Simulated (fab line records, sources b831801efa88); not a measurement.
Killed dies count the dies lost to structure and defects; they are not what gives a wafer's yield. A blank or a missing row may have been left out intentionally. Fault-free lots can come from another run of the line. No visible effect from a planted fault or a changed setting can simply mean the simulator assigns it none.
Chamber matching	flow sky130	SKY_METAL4_ETCH_17 on rie-diel-01: 4 sister chambers
The step etches SiO2 in C4F8/O2/Ar, stops on TiN, time 3.9 s, target depth 15 nm. 4 wafers are shown with their chamber, then 9 later ones without.

## WAFERS, EACH WITH ITS CHAMBER
wafer	chamber	oes-product-au (a.u.)
L086.1	1	0.755
L086.4	0	0.744
L088.1	3	0.748
L088.5	2	0.749

## WAFERS WITH NO CHAMBER GIVEN
wafer	oes-product-au (a.u.)
L091.1	0.756
L091.5	0.750
L091.6	0.767
L094.1	0.759
L094.2	0.749
L094.3	0.751
L094.4	0.751
L094.5	0.759
L094.6	0.760

## CHAMBER TAKEN BY EACH
wafer	from the rows above	in truth
L091.1	can't be placed: 1 or 2 or 3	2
L091.5	can't be placed: 2 or 3 or 1 or 0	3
L091.6	can't be placed: 1 or 2 or 3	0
L094.1	can't be placed: 1 or 2 or 3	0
L094.2	can't be placed: 2 or 3 or 0 or 1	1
L094.3	can't be placed: 2 or 3 or 1 or 0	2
L094.4	can't be placed: 2 or 3 or 1 or 0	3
L094.5	can't be placed: 1 or 2 or 3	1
L094.6	can't be placed: 1 or 2 or 3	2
Correctly placed: 0 of 9. Unplaceable from these rows: 9, with the true chamber sitting among the candidates in 7. Wrongly placed: 0.
How it was worked out, from the rows above alone: a wafer's distance from a chamber is the root of the sum, over the readings, of the square of ((its reading less the chamber's mean) divided by the reading's scatter). If the next closest chamber is less than 2 further off than the closest, the wafer can't be placed; otherwise it belongs to the closest. For every chamber, the mean is computed from those of its wafers that are shown. The scatter: with one shown wafer a chamber, the root of the mean of the squares of how far each hidden wafer lies from its nearest shown one.
